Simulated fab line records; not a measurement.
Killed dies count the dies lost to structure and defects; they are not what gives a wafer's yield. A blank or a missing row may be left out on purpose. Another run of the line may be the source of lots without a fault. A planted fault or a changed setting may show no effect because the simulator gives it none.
fab line records    flow sky130
record lots=5  wafers=23
route steps=708 shown CONTACT@429 METAL1@444 VIA1@460 METAL2@484
start_h: hours from the record's first day to the start of the lot's first wafer shown    wait_h: time in hours since the lot's previous step    " the same as in the row above    L1.1+2: one row covering several wafers at once    - no value, or no start given    * or withheld: withheld    < > ~ a bound
route shown NAME@n: NAME is a module with steps in the file, n the number in the route of the first one    usual: mean/standard deviation of fault-free wafers    same: alike in all rows    chamber/n: place in a boat    sites: per-site readings    _std_site: standard deviation across them    _edge_site: the outer-site mean with the inner-site mean subtracted    radius_mm: how far each site lies from the wafer's centre    mask NAME#n: copy n    behind: the most recent tool/chamber to have shaped the wafer    hold: cause of the lot's hold/its duration in hours/its outcome    device: the transistor (n, p or np) that didn't switch    end of line: tests run on the same wafers once the route is complete    where a step has no rows: the recipe by itself    killed: count of dies lost to structure and defects at first sort (not the wafer's yield)    map: a wafer's dies, marking killed ones x, the rest . and places with no die _
set.NAME: setting as actually run; set.NAME@STEP: the setting as run at that earlier step    model.NAME: the simulator's own value behind a step, which no gauge read
lots whose settings were changed on purpose; a table a step, a row a wafer
## steps
# step SKY_CONTACT_SPUTTER_23
# recipe material=TiN  target_thk_nm=20  chamber_pressure_pa=5  power_w=4000  time_s=80
lot.wafer  tool            chamber  start_h  wait_h  set.power_w  model.TiN_of_CONTACT_SPUTTER_23.thk_nm
L075.1     pvd_sputter-02  -        737.53   0.0     4000         19.81
L075.2     "               -        "        "       4480         22.77
L075.3     "               -        "        "       4480         22.2
L075.4     "               -        "        "       4000         19.77
L075.6     "               -        "        "       4480         22.7
L078.1     pvd_sputter-02  -        762.67   0.0     4000         19.65
L078.3     "               -        "        "       4000         19.75
L078.4     "               -        "        "       4000         19.6
L078.5     "               -        "        "       4422         21.5
L078.6     "               -        "        "       4422         21.78
L079.1     pvd_sputter-04  -        778.66   0.0     3695         17.88
L079.2     "               -        "        "       3695         17.96
L079.3     "               -        "        "       3695         17.64
L079.4     "               -        "        "       4000         19.73
L079.5     "               -        "        "       4000         19.64
L080.1     pvd_sputter-04  -        781.98   0.0     4000         19.72
L080.4     "               -        "        "       4000         19.02
L080.5     "               -        "        "       4000         18.95
L081.1     pvd_sputter-04  -        788.51   0.0     4000         20.26
L081.2     "               -        "        "       4000         19.87
L081.4     "               -        "        "       3705         18.18
L081.5     "               -        "        "       3705         18.11
L081.6     "               -        "        "       3705         18.9
# step SKY_METAL1_COAT_10
# recipe resist=KrF-thick  spin_rpm=3000  resist_thk_nm=450
lot.wafer  tool            chamber  start_h  wait_h  set.spin_rpm  model.KrF-thick_of_METAL1_COAT_10.thk_nm
L075.1     litho_track-01  0        -        -       3163          437.1
L075.2     "               0        "        "       3163          437.7
L075.3     "               0        "        "       3000          450.8
L075.4     "               0        "        "       3163          439.1
L075.6     "               0        "        "       3000          449.1
L078.1     litho_track-02  0        -        -       3123          439.8
L078.3     "               0        "        "       3000          449.6
L078.4     "               0        "        "       3123          439.9
L078.5     "               0        "        "       3000          447.6
L078.6     "               0        "        "       3123          439.2
L079.1     litho_track-01  0        -        -       2817          464.2
L079.2     "               0        "        "       2817          463.4
L079.3     "               0        "        "       3000          448.8
L079.4     "               0        "        "       3000          449.2
L079.5     "               0        "        "       2817          463.6
L080.1     litho_track-02  0        -        -       3000          448.7
L080.4     "               0        "        "       3000          449.5
L080.5     "               0        "        "       3000          449.1
L081.1     litho_track-01  0        -        -       2855          464.2
L081.2     "               0        "        "       3000          450.7
L081.4     "               0        "        "       2855          463.5
L081.5     "               0        "        "       2855          462.7
L081.6     "               0        "        "       3000          452.3
# step SKY_METAL1_DEVELOP_14
# recipe develop_time_s=60  resist=KrF-thick  dev_temp_c=21
lot.wafer       tool            chamber  start_h  wait_h  set.dev_temp_c
L075.1+4+6      litho_track-01  0        -        -       22.76
L075.2+3        "               0        "        "       21
L078.1+3+4+5+6  litho_track-01  0        -        -       21
L079.1+3+4      litho_track-01  0        -        -       18.21
L079.2+5        "               0        "        "       21
L080.1+4+5      litho_track-02  0        -        -       21
L081.1+4+6      litho_track-01  0        -        -       17.5
L081.2+5        "               0        "        "       21
# step SKY_METAL1_DESCUM_17
# recipe chemistry=O2  source_power_w=150  bias_power_w=0  pressure_mtorr=10  temp_c=40  time_s=8
# step SKY_METAL1_ETCH_18
# recipe chemistry=N2/H2  target=BARC  ion_energy_ev=200  bias_w=100  pressure_mtorr=30  n2_flow_sccm=100  h2_flow_sccm=200  icp_w=500  stop_on=SiO2  time_s=45.9  target_depth_a=600
# step SKY_METAL1_METAL_ETCH_19
# recipe target_depth_a=3600  stop_on=SiO2  over_etch_frac=0.3  time_s=78  chemistry=Cl2/BCl3  resist_sidewall_deg=88  pressure_mtorr=10  icp_w=900  bias_w=48.5  Cl2_flow_sccm=60  bcl3_flow_sccm=30
lot.wafer  tool          chamber  start_h  wait_h  set.spin_rpm@METAL1_COAT_10  model.KrF-thick_of_METAL1_COAT_10.thk_nm
L075.1     rie_metal-02  1        765.89   0.0     3163                         137.3
L075.2     "             0        "        "       3163                         137.1
L075.3     "             1        "        "       3000                         151.9
L075.4     "             0        "        "       3163                         138.6
L075.6     "             0        "        "       3000                         150.2
L078.1     rie_metal-04  1        789.64   0.0     3123                         154.4
L078.3     "             0        "        "       3000                         156.7
L078.4     "             1        "        "       3123                         154.7
L078.5     "             0        "        "       3000                         153
L078.6     "             1        "        "       3123                         154.8
L079.1     rie_metal-03  1        805.45   0.0     2817                         171.9
L079.2     "             0        "        "       2817                         168.8
L079.3     "             0        "        "       3000                         153.5
L079.4     "             1        "        "       3000                         158.4
L079.5     "             1        "        "       2817                         172.4
L080.1     rie_metal-04  1        810.17   0.0     3000                         162
L080.4     "             0        "        "       3000                         154.7
L080.5     "             1        "        "       3000                         161
L081.1     rie_metal-03  1        815.85   0.0     2855                         171.9
L081.2     "             0        "        "       3000                         158.6
L081.4     "             1        "        "       2855                         170.9
L081.5     "             1        "        "       2855                         171.1
L081.6     "             0        "        "       3000                         159.8
# step SKY_METAL1_STRIP_20
# recipe chemistry=O2/N2  power_w=1400  pressure_mtorr=1500  platen_temp_c=withheld  o2_flow_sccm=3000  n2_flow_sccm=300  overash_fraction=0.5
# usual strip_time_to_endpoint_s=2.67/0.058
lot.wafer  tool             chamber  start_h  wait_h  set.spin_rpm@METAL1_COAT_10  strip_time_to_endpoint_s
L075.1     plasma_asher-04  1        765.98   0.1     3163                         2.46
L075.2     "                0        "        "       3163                         2.46
L075.3     "                0        "        "       3000                         2.61
L075.4     "                1        "        "       3163                         2.47
L075.6     "                1        "        "       3000                         2.59
L078.1     plasma_asher-01  1        789.73   0.1     3123                         2.66
L078.3     "                1        "        "       3000                         2.66
L078.4     "                0        "        "       3123                         2.66
L078.5     "                0        "        "       3000                         2.65
L078.6     "                1        "        "       3123                         2.65
L079.1     plasma_asher-03  0        805.54   0.1     2817                         2.85
L079.2     "                1        "        "       2817                         2.82
L079.3     "                0        "        "       3000                         2.64
L079.4     "                1        "        "       3000                         2.67
L079.5     "                1        "        "       2817                         2.83
L080.1     plasma_asher-01  0        810.26   0.1     3000                         2.72
L080.4     "                1        "        "       3000                         2.66
L080.5     "                0        "        "       3000                         2.72
L081.1     plasma_asher-01  0        815.94   0.1     2855                         2.84
L081.2     "                1        "        "       3000                         2.70
L081.4     "                1        "        "       2855                         2.82
L081.5     "                1        "        "       2855                         2.85
L081.6     "                0        "        "       3000                         2.72
# step SKY_VIA1_CMP_02
# recipe material=SiO2  down_force_psi=4  platen_rpm=60  pad_velocity_m_s=0.94248
lot.wafer   tool    chamber  start_h  wait_h  set.leave_above_ref_nm  model.SiO2_of_VIA1_HDPCVD_00.thk_nm
L075.1      cmp-01  2        766.79   0.1     367.2                   -
L075.3+4    "       3,1      "        "       345                     -
L075.2      "       0        "        "       345                     348
L075.6      "       3        "        "       367.2                   367.7
L078.3      cmp-02  1        791.01   0.0     366.8                   366
L078.1+5    "       2,1      "        "       366.8                   -
L078.4      "       3        "        "       345                     345.1
L078.6      "       2        "        "       345                     -
L079.3+5    cmp-02  2,3      806.30   0.0     321.8                   -
L079.2      "       3        "        "       345                     345.5
L079.1      "       0        "        "       345                     -
L079.4      "       1        "        "       345                     344.9
L080.4      cmp-01  1        811.03   0.0     345                     345.3
L080.1      "       2        "        "       345                     343
L080.5      "       2        "        "       345                     343.3
L081.1      cmp-01  1        816.76   0.1     345                     344.9
L081.2      "       2        "        "       345                     344.3
L081.4+6+5  "       3,0,1    "        "       345                     -
# step SKY_VIA1_COAT_07
# recipe resist=KrF-thick  spin_rpm=3000  resist_thk_nm=450
lot.wafer  tool            chamber  start_h  wait_h  set.spin_rpm  model.KrF-thick_of_VIA1_COAT_07.thk_nm
L075.1     litho_track-03  0        -        -       3000          449.8
L075.2     "               0        "        "       3000          450.5
L075.3+6   "               0        "        "       3000          451.2
L075.4     "               0        "        "       3000          451.4
L078.1     litho_track-04  0        -        -       3000          449.5
L078.3     "               0        "        "       3105          443
L078.4     "               0        "        "       3105          441.1
L078.5     "               0        "        "       3000          451
L078.6     "               0        "        "       3105          441.9
L079.1     litho_track-02  0        -        -       3000          448.8
L079.2     "               0        "        "       3110          441.8
L079.3     "               0        "        "       3000          448.2
L079.4     "               0        "        "       3110          440.7
L079.5     "               0        "        "       3110          441.4
L080.1     litho_track-03  0        -        -       3000          448.3
L080.4     "               0        "        "       3000          448.4
L080.5     "               0        "        "       3000          447.7
L081.1     litho_track-02  0        -        -       3000          450.4
L081.2     "               0        "        "       3219          435.4
L081.4     "               0        "        "       3219          433.7
L081.5     "               0        "        "       3219          434.8
L081.6     "               0        "        "       3000          451.4
# step SKY_VIA1_SOFTBAKE_08
# recipe temp_c=100  time_s=90  resist=KrF-thick
# step SKY_VIA1_EXPOSE_09
# recipe mask_id=VIM  na=0.8  source_shape=annular  sigma_inner=0.55  sigma_outer=0.85  target_cd_nm=150  dose_mj=38
# step SKY_VIA1_ETCH_14
# recipe chemistry=N2/H2  target=BARC  ion_energy_ev=200  source_w=500  bias_w=100  pressure_mtorr=30  n2_flow_sccm=100  h2_flow_sccm=200  stop_on=SiO2  time_s=45.9  target_depth_a=600
# step SKY_VIA1_ETCH_15
# recipe target=SiO2  chemistry=C4F8/O2/Ar  target_depth_nm=351  stop_on=TiN  mask_material=KrF-thick  source_w=1500  bias_w=1224  pressure_mtorr=40  c4f8_flow_sccm=withheld  O2_flow_sccm=6  Ar_flow_sccm=300  time_s=54
lot.wafer  tool         chamber  start_h  wait_h  set.spin_rpm@VIA1_COAT_07  model.KrF-thick_of_VIA1_COAT_07.thk_nm
L075.1     rie_diel-03  0        792.17   0.0     3000                       322.6
L075.2     "            3        "        "       3000                       322.5
L075.3     "            1        "        "       3000                       328.7
L075.4+6   "            2        "        "       3000                       324.7
L078.1     rie_diel-03  3        817.92   0.0     3000                       321.9
L078.3     "            0        "        "       3105                       318.3
L078.4     "            2        "        "       3105                       312.8
L078.5     "            1        "        "       3000                       327
L078.6     "            2        "        "       3105                       314.5
L079.1     rie_diel-01  1        833.34   0.0     3000                       323
L079.2     "            0        "        "       3110                       313.3
L079.3     "            2        "        "       3000                       320.2
L079.4     "            3        "        "       3110                       310.8
L079.5     "            3        "        "       3110                       312.7
L080.1     rie_diel-04  0        837.87   0.0     3000                       321.6
L080.4     "            2        "        "       3000                       318.9
L080.5     "            1        "        "       3000                       320.1
L081.1     rie_diel-01  0        843.68   0.0     3000                       321.8
L081.2     "            2        "        "       3219                       307
L081.4     "            3        "        "       3219                       303.9
L081.5     "            0        "        "       3219                       306.1
L081.6     "            3        "        "       3000                       321.6
# step SKY_VIA1_STRIP_16
# recipe chemistry=O2/N2  power_w=1400  pressure_mtorr=1500  platen_temp_c=withheld  o2_flow_sccm=3000  n2_flow_sccm=300  overash_fraction=0.5
# usual strip_time_to_endpoint_s=4.454/0.028
lot.wafer  tool             chamber  start_h  wait_h  set.spin_rpm@VIA1_COAT_07  strip_time_to_endpoint_s
L075.1     plasma_asher-03  1        792.22   0.0     3000                       4.477
L075.2     "                0        "        "       3000                       4.468
L075.3     "                0        "        "       3000                       4.518
L075.4     "                1        "        "       3000                       4.476
L075.6     "                1        "        "       3000                       4.484
L078.1     plasma_asher-02  1        817.97   0.0     3000                       4.463
L078.3     "                1        "        "       3105                       4.418
L078.4     "                0        "        "       3105                       4.349
L078.5     "                1        "        "       3000                       4.506
L078.6     "                0        "        "       3105                       4.375
L079.1     plasma_asher-02  0        833.38   0.0     3000                       4.456
L079.2     "                1        "        "       3110                       4.379
L079.3     "                1        "        "       3000                       4.432
L079.4     "                0        "        "       3110                       4.332
L079.5     "                0        "        "       3110                       4.353
L080.1     plasma_asher-02  0        837.92   0.0     3000                       4.456
L080.4     "                1        "        "       3000                       4.419
L080.5     "                0        "        "       3000                       4.431
L081.1     plasma_asher-01  1        843.72   0.0     3000                       4.443
L081.2     "                0        "        "       3219                       4.282
L081.4     "                1        "        "       3219                       4.267
L081.5     "                1        "        "       3219                       4.298
L081.6     "                0        "        "       3000                       4.464
# step SKY_VIA1_SPUTTER_20
# recipe material=TiN  target_thk_nm=20  chamber_pressure_pa=5  power_w=4000  time_s=80
lot.wafer  tool            chamber  start_h  wait_h  set.time_s  model.TiN_of_VIA1_SPUTTER_20.thk_nm
L075.1     pvd_sputter-01  -        793.21   0.0     80          20.15
L075.2     "               -        "        "       80          20.34
L075.3     "               -        "        "       80          20.2
L075.4     "               -        "        "       80          19.87
L075.6     "               -        "        "       80          20.48
L078.1     pvd_sputter-04  -        818.56   0.0     80          19.43
L078.3     "               -        "        "       80          19.37
L078.4     "               -        "        "       80          19.42
L078.5     "               -        "        "       75.81       18.83
L078.6     "               -        "        "       75.81       18.39
L079.1     pvd_sputter-04  -        833.99   0.0     80          19.6
L079.2     "               -        "        "       70.35       17.1
L079.3     "               -        "        "       70.35       17.08
L079.4     "               -        "        "       70.35       17.73
L079.5     "               -        "        "       80          19.98
L080.1     pvd_sputter-04  -        838.55   0.0     80          20.4
L080.4     "               -        "        "       80          19.95
L080.5     "               -        "        "       80          20.42
L081.1     pvd_sputter-04  -        844.35   0.0     88.97       22.38
L081.2     "               -        "        "       80          19.74
L081.4     "               -        "        "       88.97       21.84
L081.5     "               -        "        "       80          20.19
L081.6     "               -        "        "       80          19.71
# step SKY_METAL2_SPUTTER_01
# recipe material=TiN  target_thk_nm=20  power_w=6500  time_s=16.7  chamber_pressure_pa=0.4
lot.wafer  tool            chamber  start_h  wait_h  set.power_w  model.TiN_of_METAL2_SPUTTER_01.thk_nm
L075.1     pvd_sputter-03  -        793.87   0.0     7137         21.82
L075.2     "               -        "        "       6500         19.98
L075.3     "               -        "        "       7137         21.77
L075.4     "               -        "        "       7137         21.7
L075.6     "               -        "        "       6500         20.2
L078.1     pvd_sputter-01  -        819.34   0.0     7136         21.81
L078.3     "               -        "        "       6500         19.71
L078.4     "               -        "        "       6500         19.9
L078.5     "               -        "        "       7136         22
L078.6     "               -        "        "       7136         21.58
L079.1     pvd_sputter-02  -        834.64   0.0     7203         22.07
L079.2     "               -        "        "       6500         19.84
L079.3     "               -        "        "       7203         22.03
L079.4     "               -        "        "       6500         20.3
L079.5     "               -        "        "       7203         21.87
L080.1     pvd_sputter-03  -        839.20   0.0     6500         20.11
L080.4     "               -        "        "       6500         19.69
L080.5     "               -        "        "       6500         20.24
L081.1     pvd_sputter-02  -        845.01   0.0     6500         19.88
L081.2     "               -        "        "       6500         19.99
L081.4     "               -        "        "       5829         18.26
L081.5     "               -        "        "       5829         18.13
L081.6     "               -        "        "       5829         17.93
# step SKY_METAL2_COAT_10
# recipe resist=KrF-thick  spin_rpm=3000  resist_thk_nm=450
lot.wafer   tool            chamber  start_h  wait_h  set.spin_rpm  model.KrF-thick_of_METAL2_COAT_10.thk_nm
L075.1+3+4  litho_track-02  0        -        -       3000          -
L075.2      "               0        "        "       3000          449.2
L075.6      "               0        "        "       3000          449.7
L078.1      litho_track-03  0        -        -       3000          -
L078.3      "               0        "        "       3000          449.3
L078.4      "               0        "        "       3084          442
L078.5+6    "               0        "        "       3084          -
L079.1+5    litho_track-03  0        -        -       3128          -
L079.2      "               0        "        "       3000          451.3
L079.3      "               0        "        "       3000          -
L079.4      "               0        "        "       3128          442
L080.1      litho_track-01  0        -        -       3000          451.7
L080.4      "               0        "        "       3000          452.9
L080.5      "               0        "        "       3000          452.6
L081.1      litho_track-02  0        -        -       3000          448.3
L081.2      "               0        "        "       3000          449.8
L081.4+5+6  "               0        "        "       3000          -
# step SKY_METAL2_EXPOSE_12
# recipe mask_id=MM2  na=0.8  source_shape=annular  sigma_inner=0.55  sigma_outer=0.85  target_cd_nm=140  dose_mj=28
lot.wafer   tool            chamber  start_h  wait_h  mask   set.dose_mj
L075.1+2+6  krf_scanner-02  0        -        -       MM2#0  29.79
L075.3+4    "               0        "        "       MM2#0  28
L078.1+3+6  krf_scanner-02  0        -        -       MM2#0  28
L078.4+5    "               0        "        "       MM2#0  28.93
L079.1+3+4  krf_scanner-01  0        -        -       MM2#0  27.47
L079.2+5    "               0        "        "       MM2#0  28
L080.1+4+5  krf_scanner-01  0        -        -       MM2#0  28
L081.1+5    krf_scanner-01  0        -        -       MM2#0  28
L081.2+4+6  "               0        "        "       MM2#0  26.4
# step SKY_METAL2_PEB_13
# recipe peb_temp_c=withheld  peb_time_s=withheld  resist=KrF-thick
# step SKY_METAL2_DEVELOP_14
# recipe develop_time_s=60  resist=KrF-thick  dev_temp_c=21
lot.wafer  tool            chamber  start_h  wait_h  set.dose_mj@METAL2_EXPOSE_12  model.KrF-thick_of_METAL2_COAT_10.thk_nm
L075.1     litho_track-02  0        -        -       29.79                         -
L075.2     "               0        "        "       29.79                         434.5
L075.3+4   "               0        "        "       28                            -
L075.6     "               0        "        "       29.79                         435
L078.1+6   litho_track-01  0        -        -       28                            -
L078.3     "               0        "        "       28                            434.6
L078.4     "               0        "        "       28.93                         427.3
L078.5     "               0        "        "       28.93                         -
L079.1+3   litho_track-02  0        -        -       27.47                         -
L079.2     "               0        "        "       28                            436.5
L079.4     "               0        "        "       27.47                         427.3
L079.5     "               0        "        "       28                            -
L080.1     litho_track-02  0        -        -       28                            437
L080.4     "               0        "        "       28                            438.1
L080.5     "               0        "        "       28                            437.9
L081.1     litho_track-01  0        -        -       28                            433.6
L081.2     "               0        "        "       26.4                          435
L081.4+6   "               0        "        "       26.4                          -
L081.5     "               0        "        "       28                            -
# step SKY_METAL2_CD_MEAS_15
# recipe target_cd_nm=140
# usual cd_nm=140.7/1.6
lot.wafer  tool       chamber  start_h  wait_h  set.dose_mj@METAL2_EXPOSE_12  cd_nm
L075.1     cd_sem-01  -        820.92   -       29.79                         127.1
L075.2     "          -        "        "       29.79                         128.2
L075.3     "          -        "        "       28                            141.6
L075.4     "          -        "        "       28                            141.4
L075.6     "          -        "        "       29.79                         128.4
L078.1     cd_sem-01  -        845.99   -       28                            139.3
L078.3     "          -        "        "       28                            138.6
L078.4     "          -        "        "       28.93                         132.1
L078.5     "          -        "        "       28.93                         133.3
L078.6     "          -        "        "       28                            140.7
L079.1     cd_sem-01  -        860.72   -       27.47                         141.6
L079.2     "          -        "        "       28                            138.4
L079.3     "          -        "        "       27.47                         141.7
L079.4     "          -        "        "       27.47                         142.0
L079.5     "          -        "        "       28                            139.3
L080.1     cd_sem-01  -        864.97   -       28                            141.7
L080.4     "          -        "        "       28                            141.4
L080.5     "          -        "        "       28                            141.0
L081.1     cd_sem-01  -        871.79   -       28                            144.5
L081.2     "          -        "        "       26.4                          154.6
L081.4     "          -        "        "       26.4                          154.9
L081.5     "          -        "        "       28                            142.6
L081.6     "          -        "        "       26.4                          154.8
# step SKY_METAL2_DESCUM_17
# recipe chemistry=O2  source_power_w=150  bias_power_w=0  pressure_mtorr=10  temp_c=40  time_s=8
lot.wafer  tool          chamber  start_h  wait_h  set.dose_mj@METAL2_EXPOSE_12  model.METAL2.cd_nm
L075.1     rie_metal-04  1        821.08   0.0     29.79                         127.3
L075.2     "             0        "        "       29.79                         128.7
L075.3     "             1        "        "       28                            141.7
L075.4     "             0        "        "       28                            141.6
L075.6     "             1        "        "       29.79                         129.1
L078.1     rie_metal-01  1        846.15   0.0     28                            139.3
L078.3     "             1        "        "       28                            139.1
L078.4     "             0        "        "       28.93                         132
L078.5     "             1        "        "       28.93                         133.7
L078.6     "             0        "        "       28                            141
L079.1     rie_metal-01  0        860.88   0.0     27.47                         141.6
L079.2     "             0        "        "       28                            138.7
L079.3     "             0        "        "       27.47                         141.9
L079.4     "             0        "        "       27.47                         142.4
L079.5     "             0        "        "       28                            139.2
L080.1     rie_metal-04  0        865.13   0.0     28                            142.2
L080.4     "             0        "        "       28                            141.7
L080.5     "             1        "        "       28                            141.8
L081.1     rie_metal-01  0        871.95   0.0     28                            145.2
L081.2+4   "             0        "        "       26.4                          155.4
L081.5     "             0        "        "       28                            143.1
L081.6     "             0        "        "       26.4                          155.6
# step SKY_METAL2_ETCH_18
# recipe chemistry=N2/H2  target=BARC  ion_energy_ev=200  bias_w=100  pressure_mtorr=30  n2_flow_sccm=100  h2_flow_sccm=200  icp_w=500  stop_on=SiO2  time_s=45.9  target_depth_a=600
lot.wafer   tool          chamber  start_h  wait_h  set.spin_rpm@METAL2_COAT_10  model.KrF-thick_of_METAL2_COAT_10.thk_nm
L075.1+3+4  rie_metal-04  1,1,0    821.11   0.0     3000                         -
L075.2      "             0        "        "       3000                         390.7
L075.6      "             1        "        "       3000                         392
L078.1      rie_metal-01  1        846.18   0.0     3000                         -
L078.3      "             1        "        "       3000                         393
L078.4      "             0        "        "       3084                         384.4
L078.5+6    "             1,0      "        "       3084                         -
L079.1+5    rie_metal-01  0        860.94   0.1     3128                         -
L079.2      "             0        "        "       3000                         393.9
L079.3      "             0        "        "       3000                         -
L079.4      "             0        "        "       3128                         385
L080.1      rie_metal-04  0        865.16   0.0     3000                         393.4
L080.4      "             0        "        "       3000                         394.9
L080.5      "             1        "        "       3000                         395.2
L081.1      rie_metal-01  0        872.01   0.1     3000                         390.8
L081.2      "             0        "        "       3000                         392.9
L081.4+5+6  "             0        "        "       3000                         -
# step SKY_METAL2_METAL_ETCH_19
# recipe target_depth_a=3600  stop_on=SiO2  over_etch_frac=0.3  time_s=78  chemistry=Cl2/BCl3  resist_sidewall_deg=88  pressure_mtorr=10  icp_w=900  bias_w=48.5  Cl2_flow_sccm=60  bcl3_flow_sccm=30
lot.wafer  tool          chamber  start_h  wait_h  set.dose_mj@METAL2_EXPOSE_12  model.METAL2.cd_nm
L075.1     rie_metal-04  1        821.17   0.0     29.79                         121.9
L075.2     "             0        "        "       29.79                         124.1
L075.3     "             1        "        "       28                            135.7
L075.4     "             0        "        "       28                            137.6
L075.6     "             1        "        "       29.79                         123
L078.1     rie_metal-01  1        846.25   0.0     28                            139.1
L078.3     "             1        "        "       28                            139.4
L078.4     "             0        "        "       28.93                         130.6
L078.5     "             1        "        "       28.93                         133.5
L078.6     "             0        "        "       28                            140
L079.1     rie_metal-01  0        861.07   0.1     27.47                         142.6
L079.2     "             0        "        "       28                            139.7
L079.3     "             0        "        "       27.47                         144.2
L079.4     "             0        "        "       27.47                         144.1
L079.5     "             0        "        "       28                            140.3
L080.1     rie_metal-04  0        865.22   0.0     28                            135.7
L080.4     "             0        "        "       28                            135.4
L080.5     "             1        "        "       28                            134.4
L081.1     rie_metal-01  0        872.14   0.1     28                            145
L081.2     "             0        "        "       26.4                          155.8
L081.4     "             0        "        "       26.4                          156
L081.5     "             0        "        "       28                            143.5
L081.6     "             0        "        "       26.4                          155.2
## key
split step=SKY_CONTACT_SPUTTER_23  setting=power_w  stated=4000  by=wafer
response step=SKY_CONTACT_SPUTTER_23  reading=model.TiN_of_CONTACT_SPUTTER_23.thk_nm  change=+0.219  per=1%  r=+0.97
split step=SKY_METAL1_COAT_10  setting=spin_rpm  stated=3000  by=wafer
response step=SKY_METAL1_COAT_10  reading=model.KrF-thick_of_METAL1_COAT_10.thk_nm  change=-2.33  per=1%  r=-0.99
response step=SKY_METAL1_METAL_ETCH_19  reading=model.KrF-thick_of_METAL1_COAT_10.thk_nm  change=-2.1  per=1%  r=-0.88
response step=SKY_METAL1_STRIP_20  reading=strip_time_to_endpoint_s  change=*  per=1%  r=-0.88
split step=SKY_METAL1_DEVELOP_14  setting=dev_temp_c  stated=21  by=wafer
response none clear
split step=SKY_VIA1_CMP_02  setting=leave_above_ref_nm  stated=345  by=wafer
response step=SKY_VIA1_CMP_02  reading=model.SiO2_of_VIA1_HDPCVD_00.thk_nm  change=+3.19  per=1%  r=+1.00
split step=SKY_VIA1_COAT_07  setting=spin_rpm  stated=3000  by=wafer
response step=SKY_VIA1_COAT_07  reading=model.KrF-thick_of_VIA1_COAT_07.thk_nm  change=-2.21  per=1%  r=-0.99
response step=SKY_VIA1_ETCH_15  reading=model.KrF-thick_of_VIA1_COAT_07.thk_nm  change=-2.33  per=1%  r=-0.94
response step=SKY_VIA1_STRIP_16  reading=strip_time_to_endpoint_s  change=*  per=1%  r=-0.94
split step=SKY_VIA1_SPUTTER_20  setting=time_s  stated=80  by=wafer
response step=SKY_VIA1_SPUTTER_20  reading=model.TiN_of_VIA1_SPUTTER_20.thk_nm  change=+0.198  per=1%  r=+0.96
split step=SKY_METAL2_SPUTTER_01  setting=power_w  stated=6500  by=wafer
response step=SKY_METAL2_SPUTTER_01  reading=model.TiN_of_METAL2_SPUTTER_01.thk_nm  change=+0.182  per=1%  r=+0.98
split step=SKY_METAL2_COAT_10  setting=spin_rpm  stated=3000  by=wafer
response step=SKY_METAL2_COAT_10  reading=model.KrF-thick_of_METAL2_COAT_10.thk_nm  change=-2.3  per=1%  r=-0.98
response step=SKY_METAL2_ETCH_18  reading=model.KrF-thick_of_METAL2_COAT_10.thk_nm  change=-2.38  per=1%  r=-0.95
split step=SKY_METAL2_EXPOSE_12  setting=dose_mj  stated=28  by=wafer
response step=SKY_METAL2_DEVELOP_14  reading=model.KrF-thick_of_METAL2_COAT_10.thk_nm  shape=bent  at_lowest=435  at_stated=436.3  at_highest=434.7
response step=SKY_METAL2_CD_MEAS_15  reading=cd_nm  change=-2.04  per=1%  r=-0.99
response step=SKY_METAL2_DESCUM_17  reading=model.METAL2.cd_nm  change=-2.02  per=1%  r=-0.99
response step=SKY_METAL2_METAL_ETCH_19  reading=model.METAL2.cd_nm  change=-2.09  per=1%  r=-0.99
